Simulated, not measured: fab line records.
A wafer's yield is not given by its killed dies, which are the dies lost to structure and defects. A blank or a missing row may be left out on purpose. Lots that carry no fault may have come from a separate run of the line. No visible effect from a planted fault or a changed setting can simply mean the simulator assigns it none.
Comparing a struck lot with a sound one	flow sky130	20 out of 708 route steps
Sound: these wafers, L391.3, L391.4, L391.6. The struck wafers were L387.3, L387.5, L387.6. The cause is given at the end.
Each step with rows lists, per side, the tool, then ch with its chambers, then its first start. Under that, the readings that differ: sound wafers	struck wafers	difference of the means	sigmas: that difference in standard deviations of wafers without a fault.
alike: words and numbers the same on both sides, and readings whose means are apart by under 2 such deviations; not compared: readings that were withheld, readings missing a value for some wafer, numbers with overlapping values and no deviation given by the record, and bounds like >300 which may hide the same value.
A row with sigmas, a row that says differs or no value, or rows on one side alone: a step with any of these is where the two part. Numbers that have no deviation but don't overlap get no sigmas and don't part them. Lack of a reading on every wafer of one side parts them only where that side has two or more wafers.

first, 4 steps without rows for these wafers: SKY_NWELL_SOFTBAKE_06; SKY_NWELL_EXPOSE_07 (exposes mask NWM, target cd 840 nm); SKY_NWELL_PEB_08; SKY_NWELL_DEVELOP_09 (develop time 60 s).
SKY_NWELL_OVL_MEAS_10:
  sound on overlay-02 at day 9 14:40; struck on overlay-02 at day 8 14:10
  alike: NWELL_00_OVL
then, 3 steps without rows for these wafers: SKY_NWELL_IMPLANT_11; SKY_NWELL_IMPLANT_12; SKY_NWELL_IMPLANT_13.
SKY_NWELL_STRIP_14: strips in O2/N2.
  sound on plasma-asher-02 ch 0,1, day 9 15:10; struck on plasma-asher-04 ch 0,1, day 8 14:40
  alike: drypump-motor-current-A, oes-product-au, strip-time-to-endpoint-s
  not compared: rf-hours-counter-h
SKY_NWELL_TW_MEAS_15:
  sound on film-metro-01 at day 9 15:15; struck on film-metro-03 at day 8 14:45
  alike: NWELL_TW
then, 2 steps without rows for these wafers: SKY_NWELL_DEHYDRATE_16 (time 60 s); SKY_NWELL_HMDS_17 (prime time 60 s).
SKY_NWELL_COAT_18: resist thk 3000 nm.
  struck on litho-track-01, day 9 00:59; sound on litho-track-01 ch 0, day 10 02:05
  no value came back on the struck wafers for chill-plate-temp-C (C), dispense-pressure-kPa (kPa), spin-speed-rpm (rpm); on the sound wafers chill-plate-temp-C (C) reads 23.06 23.10 22.87
then, 4 steps without rows for these wafers: SKY_NWELL_SOFTBAKE_19; SKY_NWELL_EXPOSE_20 (exposes mask NWM COMPLEMENT, target cd 840 nm); SKY_NWELL_PEB_21; SKY_NWELL_DEVELOP_22 (develop time 60 s).
SKY_NWELL_OVL_MEAS_23:
  sound on overlay-02 at day 10 13:58; struck on overlay-01 at day 9 11:43
reading	sound	struck	difference	sigmas
NWELL_01_OVL (nm)	-0.1 0.4 -1.1	- - -	no value on the struck wafers	
following that, these wafers have no rows for 1 step: SKY_NWELL_IMPLANT_24.
-- the record jumps here: 40 days lie between the struck wafers' starts before and after (it left off in module NWELL and takes up again in module PAD_OPEN, whose first step shown is number 708 of the route) --
SKY_PAD_OPEN_PROBE_99:
  sound on prober-02 at day 50 14:06; struck on prober-01 at day 49 22:32
reading	sound	struck	difference	sigmas
killed-at-front-end	19 16 24	412 417 416	+395	+82
killed-dies	88 93 114	492 492 492	+394	+42
killed-on-rim	16 18 19	96 96 96	+78	+20
killed-short	40 50 51	32 31 38	-13	-2
  alike: killed_at_M0_to_M3, killed_at_M4_up, killed-at-contacts, killed-at-other, killed-open

WHERE THEY PART
Earliest at SKY_NWELL_COAT_18; latest, in this record, at SKY_PAD_OPEN_PROBE_99.

WHY: what had been put in by the simulator
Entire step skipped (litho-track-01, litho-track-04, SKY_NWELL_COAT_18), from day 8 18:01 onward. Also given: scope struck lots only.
